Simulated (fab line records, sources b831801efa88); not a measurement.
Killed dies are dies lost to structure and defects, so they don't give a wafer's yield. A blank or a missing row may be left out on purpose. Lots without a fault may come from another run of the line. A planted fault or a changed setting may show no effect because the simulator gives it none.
Chamber matching | flow sky130 | SKY_CAPM_CVD_00 on pecvd-02: 3 sister chambers
The step deposits SiO2, target thk 15.5 nm. 6 wafers are shown with their chamber, then 7 later ones without.

WAFERS WITH THEIR CHAMBER
wafer  | chamber | heater_power_w (W)
L335.2 | 0       | 686
L335.3 | 2       | 764
L343.2 | 2       | 778
L343.6 | 1       | 821
L344.2 | 0       | 618
L344.4 | 1       | 677

WAFERS WITHOUT THEIR CHAMBER
wafer  | heater_power_w (W)
L344.5 | 875
L347.1 | 702
L347.5 | 711
L347.6 | 713
L351.1 | 814
L351.4 | 702
L351.5 | 713

WHICH CHAMBER EACH WENT THROUGH
wafer  | from the rows above          | in truth
L344.5 | can't be placed: 2 or 1 or 0 | 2
L347.1 | can't be placed: 1 or 0 or 2 | 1
L347.5 | can't be placed: 1 or 0 or 2 | 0
L347.6 | can't be placed: 1 or 2 or 0 | 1
L351.1 | can't be placed: 2 or 1 or 0 | 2
L351.4 | can't be placed: 1 or 0 or 2 | 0
L351.5 | can't be placed: 1 or 2 or 0 | 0
Placed correctly: 0 of 7. Can't be placed from these rows: 7 (the true chamber is among the candidates in 7). Placed wrongly: 0.
How it was worked out, from the rows above alone: a wafer's distance from a chamber is the root of the sum, over the readings, of the square of ((its reading less the chamber's mean) divided by the reading's scatter). The wafer belongs to the nearest chamber; if the next one is less than 2 further off, it can't be placed. A chamber's mean is the mean of its shown wafers. The scatter: the root of (the sum of the squares of (reading less its chamber's mean) over the shown wafers, divided by (wafers less chambers)).
